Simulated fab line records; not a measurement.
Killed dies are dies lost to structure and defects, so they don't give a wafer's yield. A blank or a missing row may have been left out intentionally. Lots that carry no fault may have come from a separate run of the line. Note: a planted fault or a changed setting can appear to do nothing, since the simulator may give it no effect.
Problem report, 8D (eight disciplines) form, completed by code | flow sky130 | the parts of the form that need people (team, actions taken, sign-off) are left out

1. THE PROBLEM
Wafers with no fault read 126.2 s with a standard deviation of 0.41, whereas run-length-s at SKY_FIELD_ISO_ETCH_17 reads a mean of 116.1 s on 1 wafer of 1 lot. Measured from the usual mean, that is -25 standard deviations.
The step: etches Si in HBr/Cl2/O2, target depth 342 nm, time 97.7 s.
First observed at day 4 05:22: wafer L250.5, on rie-si-01. The record has a number at this step for 15 wafers belonging to 5 lots. By rule, "out" or "out of limits" means more than 4 standard deviations away from the usual mean. The rest of the wafers with a number are treated as sound.

2. WHAT IT IS, WHAT IT ISN'T
question                    | is               | is not
which readings at this step | run-length-s     | HBr_flow_sccm, drypump-motor-current-A, oes-product-au
which lots                  | L250             | L246, L260, L263, L264
which wafers of those lots  | L250.5           | L250.1, L250.3
read on which tools         | rie-si-01        | rie-si-02
when                        | from day 4 05:22 | up to then (5 sound wafers); but 9 sound wafers of L260, L263, L264 came after

3. WHAT RULES OUT EACH SUSPECT
Counting: a tool at a process step up to the reading stays a suspect if it ran every lot that is out. Sound lots after the first of them don't rule it out here, since some wafers of a struck lot are sound.
- rie-diel-04 at SKY_FIELD_ISO_ETCH_14 (etches BARC in N2/H2, stops on SiO2, time 45.9 s, target depth 60 nm): kept. It ran the lot that is out, L250 (day 4 05:10).
- rie-diel-04 at SKY_FIELD_ISO_ETCH_15 (etches the open film in CHF3/O2, stops on Si, target depth 180 nm, time 72 s): kept. It ran the lot that is out, L250 (day 4 05:13).
- plasma-asher-04 at SKY_FIELD_ISO_STRIP_16 (strips in O2/N2): kept. It ran the lot that is out, L250 (day 4 05:16); its last sound lot up to then is L246 (day 3 06:31).
- rie-si-01 at SKY_FIELD_ISO_ETCH_17 (etches Si in HBr/Cl2/O2, target depth 342 nm, time 97.7 s): kept. It ran the lot that is out, L250 (day 4 05:22); its last sound lot up to then is L246 (day 3 06:37). Its own readings are out on those wafers: run-length-s.
- At SKY_FIELD_ISO_ETCH_17, inside rie-si-01: chamber 2 took the wafers that are out, while their sound lot-mates went through chambers 0, 3.
Left after counting: rie-diel-04 at SKY_FIELD_ISO_ETCH_14, rie-diel-04 at SKY_FIELD_ISO_ETCH_15, plasma-asher-04 at SKY_FIELD_ISO_STRIP_16, rie-si-01 at SKY_FIELD_ISO_ETCH_17.

4. THE CAUSE (what the simulator had put in)
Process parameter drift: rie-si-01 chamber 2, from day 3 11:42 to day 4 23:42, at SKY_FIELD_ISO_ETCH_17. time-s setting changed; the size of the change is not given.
This tool is one of the 4 suspects left after counting.

5. SEQUENCE OF EFFECTS, ordered by route
Rows list readings where the struck wafers' mean (over those with a number) sits beyond 3 standard deviations from the usual. Only readings for which the record gives a usual standard deviation are gone through. hours: the time from each lot's start at the first step in this table that gives one to its start at this step, as a median over the lots. sigmas: the change in usual standard deviations.
hours | step                  | reading      | usual   | on struck wafers | change | sigmas
0     | SKY_FIELD_ISO_ETCH_17 | run-length-s | 126.2 s | 116.1            | -10.1  | -25
Process steps it contains:
- SKY_FIELD_ISO_ETCH_17: etches Si in HBr/Cl2/O2, target depth 342 nm, time 97.7 s.

6. HOW IT WOULD HAVE BEEN CAUGHT EARLIER
First out-of-limits reading in this record: day 4 05:22, which is 18 hours after fault onset at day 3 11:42.
